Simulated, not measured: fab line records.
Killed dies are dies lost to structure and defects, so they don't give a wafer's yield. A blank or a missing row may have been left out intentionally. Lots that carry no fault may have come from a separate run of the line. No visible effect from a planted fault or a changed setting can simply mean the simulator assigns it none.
Which tool did it?	flow gf180mcu	11 lots, 33 wafers sampled, at 6 steps of a route of 602

WHAT THE GAUGES SHOWED, per wafer
GF_POLY_GATE_THK_MEAS_17.
lot	measured	on	POLY_GATE_OXIDATION_THK (nm)
L929	day 9 06:48	film-metro-03	3.95 3.89 3.97
L937	day 11 21:40	film-metro-01	3.90 3.92 3.87
L940	day 12 15:45	film-metro-01	3.87 3.80 3.83
L941	day 12 20:50	film-metro-01	4.10 4.08 4.04
L942	day 13 06:26	film-metro-03	3.97 3.97 3.92
L945	day 14 02:01	film-metro-03	3.91 3.96 3.91
L946	day 14 11:03	film-metro-01	3.75 3.88 3.81
L948	day 14 22:56	film-metro-04	4.04 4.01 3.98
L949	day 15 05:12	film-metro-01	3.96 3.92 3.97
L950	day 15 13:30	film-metro-01	3.96 3.94 4.02
L951	day 15 23:08	film-metro-01	4.09 4.26 4.14

GF_HV_LDD_OVL_MEAS_47.
lot	measured	on	HV_LDD_03_OVL (nm)
L929	day 12 09:01	overlay-01	-1.7 -0.8 -1.3
L937	day 15 07:18	overlay-01	0.5 1.3 0.3
L940	day 16 03:17	overlay-02	-2.1 -2.1 -2.4
L941	day 16 11:32	overlay-01	2.7 2.3 2.0
L942	day 16 19:40	overlay-01	-2.1 -1.3 -1.1
L945	day 17 18:27	overlay-02	0.5 0.5 1.6
L946	day 18 05:42	overlay-02	0.3 0.9 1.1
L948	day 18 18:20	overlay-01	-1.5 -1.0 -3.2
L949	day 19 01:27	overlay-02	-0.3 -0.3 1.1
L950	day 19 11:51	overlay-01	0.7 -0.2 2.0
L951	day 19 21:00	overlay-01	-0.7 -0.8 -1.3

GF_HV_LDD_TW_MEAS_50.
lot	measured	on	HV_LDD_4_TW
L929	day 12 09:19	film-metro-02	564 564 566
L937	day 15 07:35	film-metro-03	568 568 570
L940	day 16 03:35	film-metro-04	30 30 30
L941	day 16 11:49	film-metro-02	30 30 30
L942	day 16 19:57	film-metro-02	30 30 30
L945	day 17 18:44	film-metro-03	576 576 579
L946	day 18 05:59	film-metro-03	572 573 574
L948	day 18 18:37	film-metro-04	567 571 570
L949	day 19 01:44	film-metro-03	573 573 571
L950	day 19 12:08	film-metro-04	564 564 566
L951	day 19 21:17	film-metro-03	573 571 576

WHICH TOOL RAN EACH LOT (tool, then ch and the chambers of the sampled wafers, then the start)
lot	GF_POLY_GATE_STRIP_14	GF_HV_LDD_STRIP_37	GF_HV_LDD_STRIP_49
L929	plasma-asher-04 ch 0,1, day 9 05:25	plasma-asher-02 ch 0,1, day 11 14:18	plasma-asher-03 ch 0,1, day 12 09:13
L937	plasma-asher-01 ch 0,1, day 11 15:55	plasma-asher-03 ch 0,1, day 14 10:47	plasma-asher-04 ch 0, day 15 07:29
L940	plasma-asher-04 ch 0,1, day 12 12:23	plasma-asher-04 ch 0,1, day 15 05:44	plasma-asher-03 ch 0,1, day 16 03:29
L941	plasma-asher-01 ch 0,1, day 12 19:26	plasma-asher-03 ch 0,1, day 15 13:29	plasma-asher-03 ch 0,1, day 16 11:43
L942	plasma-asher-01 ch 0,1, day 13 05:03	plasma-asher-03 ch 0,1, day 15 21:40	plasma-asher-03 ch 0,1, day 16 19:52
L945	plasma-asher-01 ch 0,1, day 13 23:41	plasma-asher-03 ch 0,1, day 16 19:26	plasma-asher-02 ch 0,1, day 17 18:38
L946	plasma-asher-01 ch 0,1, day 14 08:37	plasma-asher-04 ch 0,1, day 17 05:56	plasma-asher-04 ch 0,1, day 18 05:53
L948	plasma-asher-01 ch 0,1, day 14 21:05	plasma-asher-04 ch 0,1, day 17 18:29	plasma-asher-03 ch 0,1, day 18 18:31
L949	plasma-asher-01 ch 0,1, day 15 03:48	plasma-asher-04 ch 0,1, day 18 01:45	plasma-asher-04 ch 0,1, day 19 01:39
L950	plasma-asher-01 ch 0,1, day 15 12:05	plasma-asher-03 ch 0,1, day 18 12:23	plasma-asher-02 ch 1, day 19 12:02
L951	plasma-asher-01 ch 0,1, day 15 20:26	plasma-asher-04 ch 0,1, day 18 20:58	plasma-asher-03 ch 0,1, day 19 21:12
- GF_POLY_GATE_STRIP_14: strips in O2/N2.
- GF_HV_LDD_STRIP_37: strips in O2/N2.
- GF_HV_LDD_STRIP_49: strips in O2/N2.

AS READ BY THE TOOLS THEMSELVES (means over the sampled wafers that have a number; for cases with no such wafer, the mark the record gives instead)
GF_POLY_GATE_STRIP_14.
lot	tool	chamber-pressure-mTorr (mTorr)	drypump-motor-current-A (A)	heater-power-w (W)	n2-flow-sccm (sccm)	oes-product-au (a.u.)
L929	plasma-asher-04	1500.5	5.4	300	300.0	0.506
L937	plasma-asher-01	1500.4	5.6	312	300.5	0.500
L940	plasma-asher-04	1498.6	5.3	306	301.0	0.502
L941	plasma-asher-01	1500.4	5.8	354	300.3	0.504
L942	plasma-asher-01	1500.5	5.6	323	300.9	0.503
L945	plasma-asher-01	1500.0	5.5	315	298.5	0.498
L946	plasma-asher-01	1499.5	5.8	357	300.6	0.505
L948	plasma-asher-01	1500.0	5.6	315	300.5	0.509
L949	plasma-asher-01	1501.2	5.5	316	300.5	0.509
L950	plasma-asher-01	1499.4	5.8	348	300.0	0.504
L951	plasma-asher-01	1498.1	5.8	350	300.1	0.507

GF_HV_LDD_STRIP_37.
lot	tool	chamber-pressure-mTorr (mTorr)	drypump-motor-current-A (A)	heater-power-w (W)	n2-flow-sccm (sccm)	oes-product-au (a.u.)	strip-time-to-endpoint-s (s)
L929	plasma-asher-02	1498.2	5.9	342	298.9	0.719	12.64
L937	plasma-asher-03	1500.2	6.6	329	301.2	0.713	12.63
L940	plasma-asher-04	-	-	-	-	-	-
L941	plasma-asher-03	-	-	-	-	-	-
L942	plasma-asher-03	-	-	-	-	-	-
L945	plasma-asher-03	1502.3	6.6	349	300.5	0.715	12.61
L946	plasma-asher-04	1498.6	5.3	301	299.9	0.712	12.62
L948	plasma-asher-04	1499.3	5.5	310	300.1	0.713	12.68
L949	plasma-asher-04	1501.1	5.5	312	300.2	0.717	12.63
L950	plasma-asher-03	1499.9	6.6	331	300.2	0.716	12.55
L951	plasma-asher-04	1501.1	5.4	301	299.8	0.712	12.62

GF_HV_LDD_STRIP_49.
lot	tool	chamber-pressure-mTorr (mTorr)	drypump-motor-current-A (A)	heater-power-w (W)	n2-flow-sccm (sccm)	oes-product-au (a.u.)	strip-time-to-endpoint-s (s)
L929	plasma-asher-03	1500.1	6.6	345	300.0	0.715	12.68
L937	plasma-asher-04	1500.2	5.6	322	300.3	0.717	12.67
L940	plasma-asher-03	1501.3	6.6	344	299.8	0.720	27.65
L941	plasma-asher-03	1500.4	6.6	347	300.3	0.715	27.53
L942	plasma-asher-03	1500.1	6.6	335	300.7	0.713	27.59
L945	plasma-asher-02	1500.3	5.8	339	299.9	0.716	12.61
L946	plasma-asher-04	1500.3	5.5	311	299.9	0.714	12.60
L948	plasma-asher-03	1499.1	6.6	344	299.7	0.717	12.60
L949	plasma-asher-04	1500.5	5.5	312	300.0	0.716	12.67
L950	plasma-asher-02	1500.2	5.9	319	299.2	0.710	12.64
L951	plasma-asher-03	1499.2	6.6	346	300.6	0.715	12.69

THE ANSWER, worked out from the rows above alone
Rule: usual is defined by the lots themselves. The widest of any qualifying gaps counts: lots, ordered by their means at a reading, are off when they make up no more than a third of the lots, leave a main group of 4 or more, and stand apart from it by 3 or more times the standard deviation of that group's means. If all means in a main group match to the digits the tables above print for the reading, that group is not used. A lot without any number at a reading at which 4 lots or more have one is off too. Where the step has rows for the other lots, those lots are counted as sound. After the gauges, taken in route order, come the tools' own readings; for these a lot's mean is taken, as printed above. At the first step where some lot is off, the reading lying furthest off is the one used; lots without a number count as furthest.
Off: at GF_HV_LDD_TW_MEAS_50 (HV_LDD_4_TW), L940, L941, L942. For the main group the mean is 570 and the standard deviation 4.1.
If a tool, at a process step before that reading, ran all the lots that are off and no sound lot after the first of them, it fits. Not tried: the gauges at GF_HV_LDD_TW_MEAS_50; whatever is off there is also off at GF_HV_LDD_STRIP_37, on other tools, and gauge error can't account for it. Not one of the candidates tried fits.

WHAT THE SIMULATOR HAD PUT IN
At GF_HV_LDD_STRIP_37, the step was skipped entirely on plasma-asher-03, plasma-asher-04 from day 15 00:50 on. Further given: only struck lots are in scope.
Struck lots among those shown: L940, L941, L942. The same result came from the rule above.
